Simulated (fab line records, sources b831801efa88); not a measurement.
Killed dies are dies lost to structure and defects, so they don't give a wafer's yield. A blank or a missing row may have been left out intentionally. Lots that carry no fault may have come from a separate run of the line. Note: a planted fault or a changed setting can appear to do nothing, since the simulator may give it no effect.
A struck lot beside a sound one :: flow sfq line :: 41 steps out of a route of 325
Sound: these wafers, L929.3, L929.4, L929.5. The struck wafers were L937.3, L937.5, L937.6. The cause is given at the end.
For every step that has rows: the tool of each side, followed by ch and its chambers, followed by its first start. Under that, the readings that differ: sound wafers :: struck wafers :: difference of the means :: sigmas: that difference in standard deviations of wafers without a fault.
alike: readings with means less than 2 such deviations apart, plus words and numbers identical on both sides. not compared: withheld readings, readings lacking a value on some wafer, bounds such as >300 that could conceal the same value, and numbers that have no deviation in the record and whose values overlap.
Wherever a step has rows on one side only, a row that says differs or no value, or a row with sigmas, the two part there. Non-overlapping numbers with no deviation appear without sigmas and do not part them. A reading that every wafer of one side lacks parts them only if that side has two wafers or more.

SFQ_I0_OVL_MEAS_908:
  sound on overlay-02 at day 20 23:07; struck on overlay-02 at day 24 04:11
  alike: I0_OVL
then, 1 step without rows for these wafers: SFQ_TRILAYER_I0_VIA_BARC_OPEN_VIA_ETCH_046 (etches BARC in O2, target depth 125 nm, time 41.7 s).
SFQ_TRILAYER_I0_VIA_ETCH_VIA_ETCH_034: etches SiO2 in CHF3, stops on Nb, target depth 260 nm.
  sound on rie diel-03 ch 0,3, day 20 23:11; struck on rie diel-02 ch 0,1,2, day 24 04:15
  alike: drypump motor current A, oes product au
then, 4 steps without rows for these wafers: SFQ_TRILAYER_I0_VIA_STRIP_STRIP_035 (strips in O2); SFQ_TRILAYER_I0_VIA_STRIP_SOLV_CLEAN_036 (cleans in NMP, time 600 s); SFQ_TRILAYER_M1_DEP_PRE_CLEAN_038 (time 22.5 s); SFQ_TRILAYER_M1_DEP_SPUTTER_037 (material Nb, target thk 200 nm, time 133.3 s).
SFQ_M1_RS_MEAS_909: measures by four-point-probe.
  sound on film metro-03 at day 21 00:14; struck on film metro-03 at day 24 05:29
  alike: M1_NB_RS
then, 3 steps without rows for these wafers: SFQ_TRILAYER_M1_LITHO_COAT_044 (resist thk 62 nm); SFQ_TRILAYER_M1_LITHO_COAT_039 (resist thk 600 nm); SFQ_TRILAYER_M1_LITHO_SOFTBAKE_043.
-- the record jumps here: 6 days lie between the struck wafers' starts before and after --
SFQ_TRILAYER_M1_LITHO_EXPOSE_040: exposes mask M1, target cd 500 nm.
  sound on krf scanner-01 ch 0, day 27 04:12; struck on krf scanner-01 ch 0, day 29 18:40
reading: exposure dose mJ cm2
sound: 14.389 14.398 14.394
struck: 17.629 17.643 17.637
difference: +3.243
sigmas: +99 or more
  alike: mask
then, 2 steps without rows for these wafers: SFQ_TRILAYER_M1_LITHO_PEB_042 (peb time 60 s); SFQ_TRILAYER_M1_LITHO_DEVELOP_041 (time 60 s).
SFQ_M1_OVL_MEAS_911:
  sound on overlay-01 at day 27 05:19; struck on overlay-02 at day 29 19:46
  alike: M1_OVL
SFQ_TRILAYER_M1_BARC_OPEN_METAL_ETCH_054: etches BARC in O2, target depth 125 nm, time 41.7 s.
  sound on rie metal-03 ch 0,1, day 27 05:22; struck on rie metal-01 ch 0,1, day 29 19:49
reading: model.M1.cd nm (nm)
sound: 500.8 500 499.1
struck: 470 471.3 470.2
difference: -29
sigmas: 
  alike: drypump motor current A, oes product au
  not compared: rf hours counter h
SFQ_TRILAYER_M1_ETCH_METAL_ETCH_042: etches Nb in Cl2/Ar, stops on SiO2, target depth 240 nm, time 120 s.
  sound on rie metal-03 ch 0,1, day 27 05:26; struck on rie metal-01 ch 0,1, day 29 19:53
reading: model.M1.cd nm (nm)
sound: 501.5 499.5 499.2
struck: 469.7 470.1 470.4
difference: -30.0
sigmas: 
  alike: drypump motor current A, oes product au
  not compared: rf hours counter h
then, 2 steps without rows for these wafers: SFQ_TRILAYER_M1_STRIP_STRIP_043 (strips in O2); SFQ_TRILAYER_M1_STRIP_SOLV_CLEAN_044 (cleans in NMP, time 600 s).
SFQ_TRILAYER_I1_DEP_PECVD_045: deposits SiO2 from SiH4/N2O, time 111.11 s, target thk 500 nm.
  sound on pecvd-03 ch 0,1,2, day 27 06:18; struck on pecvd-04 ch 0,1, day 29 20:46
  alike: heater power w, throttle valve pct
then, 1 step without rows for these wafers: SFQ_TRILAYER_I1_CMP_CMP_046 (polishes SiO2).
SFQ_I1_BOW_MEAS_912:
  sound on film metro-03 at day 27 12:30; struck on film metro-04 at day 30 04:51
  alike: I1_BOW
SFQ_TRILAYER_I1_METRO_MEASURE_047:
  sound on film metro-03 at day 27 12:59; struck on film metro-04 at day 30 05:20
  alike: thk nm
then, 6 steps without rows for these wafers: SFQ_TRILAYER_I1_VIA_LITHO_COAT_054 (resist thk 62 nm); SFQ_TRILAYER_I1_VIA_LITHO_COAT_049 (resist thk 650 nm); SFQ_TRILAYER_I1_VIA_LITHO_SOFTBAKE_053; SFQ_TRILAYER_I1_VIA_LITHO_EXPOSE_050 (exposes mask I1, target cd 500 nm); SFQ_TRILAYER_I1_VIA_LITHO_PEB_052 (peb time 60 s); SFQ_TRILAYER_I1_VIA_LITHO_DEVELOP_051 (time 60 s).
-- the record jumps here: 6 days lie between the struck wafers' starts before and after --
SFQ_I1_OVL_MEAS_913:
  sound on overlay-02 at day 33 19:53; struck on overlay-01 at day 36 08:04
  alike: I1_OVL
then, 2 steps without rows for these wafers: SFQ_TRILAYER_I1_VIA_BARC_OPEN_VIA_ETCH_071 (etches BARC in O2, target depth 125 nm, time 41.7 s); SFQ_TRILAYER_I1_VIA_ETCH_VIA_ETCH_052 (etches SiO2 in CHF3, stops on Nb, target depth 260 nm).
SFQ_TRILAYER_I1_VIA_STRIP_STRIP_053: strips in O2.
  sound on rie metal-03 ch 0,1, day 33 20:16; struck on rie metal-02 ch 0,1, day 36 08:26
reading: drypump motor current A (A)
sound: 6.5 6.0 6.5
struck: 5.4 5.7 5.4
difference: -0.8
sigmas: -3
  alike: oes product au
  not compared: rf hours counter h
then, 2 steps without rows for these wafers: SFQ_TRILAYER_I1_VIA_STRIP_SOLV_CLEAN_054 (cleans in NMP, time 600 s); SFQ_TRILAYER_M2_DEP_PRE_CLEAN_056 (time 22.5 s).
SFQ_TRILAYER_M2_DEP_SPUTTER_055: material Nb, target thk 200 nm, time 133.3 s.
  sound on pvd sputter-04 at day 33 20:53; struck on pvd sputter-04 at day 36 09:02
  alike: base pressure pa, throttle valve pct
SFQ_M2_RS_MEAS_914: measures by four-point-probe.
  sound on film metro-03 at day 33 21:01; struck on film metro-03 at day 36 09:10
  alike: M2_NB_RS
then, 3 steps without rows for these wafers: SFQ_TRILAYER_M2_LITHO_COAT_062 (resist thk 62 nm); SFQ_TRILAYER_M2_LITHO_COAT_057 (resist thk 600 nm); SFQ_TRILAYER_M2_LITHO_SOFTBAKE_061.
-- the record jumps here: 50 days lie between the struck wafers' starts before and after --
SFQ_M8_BOW_MEAS_951:
  sound on film metro-04 at day 85 04:10; struck on film metro-01 at day 85 21:47
reading: M8_BOW (um)
sound: 10 30 6
struck: -2 3 -4
difference: -16
sigmas: -2

reading: model.etest.m1.ohm um
sound: 1.776 1.782 1.777
struck: 1.903 1.897 1.919
difference: +0.128
sigmas: 

## WHERE THEY PART
Last at SFQ_M8_BOW_MEAS_951 as far as this record goes, first at SFQ_TRILAYER_M1_LITHO_EXPOSE_040.

WHY: what the simulator had put in
Process parameters drifting: krf scanner-01 at SFQ_TRILAYER_M1_LITHO_EXPOSE_040, beginning at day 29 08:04. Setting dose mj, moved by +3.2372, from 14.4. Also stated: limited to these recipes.
